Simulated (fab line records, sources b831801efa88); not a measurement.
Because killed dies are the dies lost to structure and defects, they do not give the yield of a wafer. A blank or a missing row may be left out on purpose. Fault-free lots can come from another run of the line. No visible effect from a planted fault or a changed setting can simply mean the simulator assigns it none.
Comparing a struck lot with a sound one    flow sky130    14 out of 708 route steps
Sound: the wafers L522.2, L522.3, L522.4. Struck: wafers L520.2, L520.3, L520.5. At the end, the cause is stated.
At each step with rows: each side's tool, then ch and its chambers, then its first start. Under that, the readings that differ: sound wafers    struck wafers    difference of the means    sigmas: that difference in standard deviations of wafers without a fault.
alike: readings whose means differ by less than 2 such deviations, and words and numbers that are the same on both sides. not compared: withheld readings, readings that some wafer has no value for, bounds like >300 that may hide the same value, and numbers for which the record gives no deviation and whose values overlap.
Wherever a step has rows on one side only, a row that says differs or no value, or a row with sigmas, the two part there. Non-overlapping numbers with no deviation appear without sigmas and do not part them. A reading missing from all wafers of one side parts the sides only when that side holds two or more wafers.

first, 4 steps without rows for these wafers: SKY_LDD_N_IMPLANT_12; SKY_LDD_N_IMPLANT_13; SKY_LDD_N_IMPLANT_14; SKY_LDD_N_IMPLANT_15.
SKY_LDD_N_STRIP_16: strips in O2/N2.
  sound on plasmaAsher-03 ch 0,1, day 20 08:47; struck on plasmaAsher-01 ch 0, day 19 05:43
reading                   sound           struck          difference  sigmas
drypumpMotorCurrentA (A)  6.16 5.82 6.18  5.22 5.25 5.23  -0.82       -3
  alike: oesProductAu, stripTimeToEndpointS
  not compared: rfHoursCounterH
SKY_LDD_N_TW_MEAS_17:
  sound on filmMetro-04 at day 20 08:54; struck on filmMetro-03 at day 19 05:50
  alike: LDD_N_TW
then, 6 steps without rows for these wafers: SKY_LDD_P_DEHYDRATE_00 (time 60 s); SKY_LDD_P_HMDS_01 (prime time 60 s); SKY_LDD_P_COAT_02 (resist thk 1140 nm); SKY_LDD_P_SOFTBAKE_03 (time 60 s); SKY_LDD_P_EXPOSE_04 (exposes mask PSDM, target cd 380 nm); SKY_LDD_P_PEB_05.
SKY_LDD_P_DEVELOP_06: develop time 60 s.
  struck on lithoTrack-03, day 20 12:34; sound on lithoTrack-02 ch 0, day 21 13:55
  no value came back on the struck wafers for chillPlateTempC (C), developTimeS (s), exhaustPa (Pa); on the sound wafers chillPlateTempC (C) reads 23.00 23.05 22.94
SKY_LDD_P_CD_MEAS_07: the cd target is 380 nm.
  sound on cdSem-01 at day 21 14:03; struck on cdSem-01 at day 20 12:43
reading    sound              struck  difference                     sigmas
cdNm (nm)  380.5 379.2 380.1  - - -   no value on the struck wafers  

WHERE THEY PART
At SKY_LDD_N_STRIP_16 first; at SKY_LDD_P_CD_MEAS_07 last (within this record only).

WHY: what had been put in by the simulator
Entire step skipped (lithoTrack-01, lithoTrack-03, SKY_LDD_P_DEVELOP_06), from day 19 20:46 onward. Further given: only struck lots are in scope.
